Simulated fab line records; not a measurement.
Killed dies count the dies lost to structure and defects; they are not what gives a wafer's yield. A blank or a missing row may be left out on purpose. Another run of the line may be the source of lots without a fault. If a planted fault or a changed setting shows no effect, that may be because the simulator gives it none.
Which of the tools did it? :: flow sky130 :: 14 lots, 42 wafers sampled, at 2 steps of a route of 708

WHAT THE GAUGES READ, wafer by wafer
SKY_VIA2_OVL_MEAS_13. Usual: for VIA2_OVL the level is 4 nm and the standard deviation is 4.8.
lot: L563
measured: day 36 02:55
on: overlay-02
VIA2_OVL (nm): 7 10 8
flag: 

lot: L564
measured: day 36 15:07
on: overlay-01
VIA2_OVL (nm): 6 11 0
flag: 

lot: L567
measured: day 37 17:58
on: overlay-01
VIA2_OVL (nm): 10 7 12
flag: 

lot: L570
measured: day 38 14:25
on: overlay-01
VIA2_OVL (nm): -8 -1 -9
flag: 

lot: L571
measured: day 38 18:37
on: overlay-01
VIA2_OVL (nm): -7 5 1
flag: 

lot: L572
measured: day 39 03:42
on: overlay-01
VIA2_OVL (nm): 9 6 9
flag: 

lot: L574
measured: day 40 00:34
on: overlay-02
VIA2_OVL (nm): 5 13 7
flag: 

lot: L575
measured: day 40 06:46
on: overlay-02
VIA2_OVL (nm): 5 -5 -1
flag: 

lot: L576
measured: day 40 09:54
on: overlay-01
VIA2_OVL (nm): -1 2 2
flag: 

lot: L580
measured: day 42 09:38
on: overlay-02
VIA2_OVL (nm): 2 6 5
flag: 

lot: L583
measured: day 42 12:02
on: overlay-01
VIA2_OVL (nm): 7 7 10
flag: 

lot: L584
measured: day 42 18:13
on: overlay-01
VIA2_OVL (nm): 7 2 3
flag: 

lot: L585
measured: day 42 22:25
on: overlay-01
VIA2_OVL (nm): 5 6 8
flag: 

lot: L586
measured: day 43 08:22
on: overlay-01
VIA2_OVL (nm): -5 4 -7
flag: 

SKY_VIA2_THK_MEAS_23: measures by xrf. Usual: for VIA2_W_THK the level is 410 nm and the standard deviation is 8.5.
lot: L563
measured: day 36 03:58
on: film_metro-01
VIA2_W_THK (nm): 400 396 404
flag: 

lot: L564
measured: day 36 16:09
on: film_metro-01
VIA2_W_THK (nm): 394 396 397
flag: 

lot: L567
measured: day 37 19:03
on: film_metro-03
VIA2_W_THK (nm): 423 416 404
flag: 

lot: L570
measured: day 38 15:31
on: film_metro-01
VIA2_W_THK (nm): 401 412 402
flag: 

lot: L571
measured: day 38 19:41
on: film_metro-03
VIA2_W_THK (nm): 419 408 412
flag: 

lot: L572
measured: day 39 04:47
on: film_metro-01
VIA2_W_THK (nm): 410 405 407
flag: 

lot: L574
measured: day 40 01:41
on: film_metro-01
VIA2_W_THK (nm): 404 396 403
flag: 

lot: L575
measured: day 40 07:53
on: film_metro-01
VIA2_W_THK (nm): 405 400 418
flag: 

lot: L576
measured: day 40 10:58
on: film_metro-03
VIA2_W_THK (nm): 414 408 409
flag: 

lot: L580
measured: day 42 10:41
on: film_metro-01
VIA2_W_THK (nm): 413 400 416
flag: 

lot: L583
measured: day 42 13:05
on: film_metro-04
VIA2_W_THK (nm): 408 424 420
flag: 

lot: L584
measured: day 42 19:16
on: film_metro-04
VIA2_W_THK (nm): 422 427 418
flag: 

lot: L585
measured: day 42 23:28
on: film_metro-03
VIA2_W_THK (nm): 410 423 409
flag: 

lot: L586
measured: day 43 09:30
on: film_metro-01
VIA2_W_THK (nm): 407 429 411
flag: 

WHAT TOOL EACH LOT RAN ON (gives the tool, then ch and the chambers of the sampled wafers, and finally the start)
Record: no process step prior to these readings.

WHAT THE TOOLS THEMSELVES READ (means of the sampled wafers that have a number; where no wafer has one, the mark that the record gives instead)
The record holds no such reading with a usual standard deviation.

THE ANSWER, worked out from the rows above alone
Rule: a lot is off if the mean of its wafers that have a number lies more than 3 standard deviations from the usual mean. A lot without any number at a reading at which 4 lots or more have one is off too. Where the step has rows for the other lots, those lots are counted as sound. The gauges are gone through in route order, then the tools' own readings, and for those a lot's mean is taken as printed above. At the first step where some lot is off, the reading lying furthest off is the one used; lots without a number count as furthest.
No lot is off on any of the readings shown, so nothing can be concluded from this.

WHAT WAS PUT IN BY THE SIMULATOR
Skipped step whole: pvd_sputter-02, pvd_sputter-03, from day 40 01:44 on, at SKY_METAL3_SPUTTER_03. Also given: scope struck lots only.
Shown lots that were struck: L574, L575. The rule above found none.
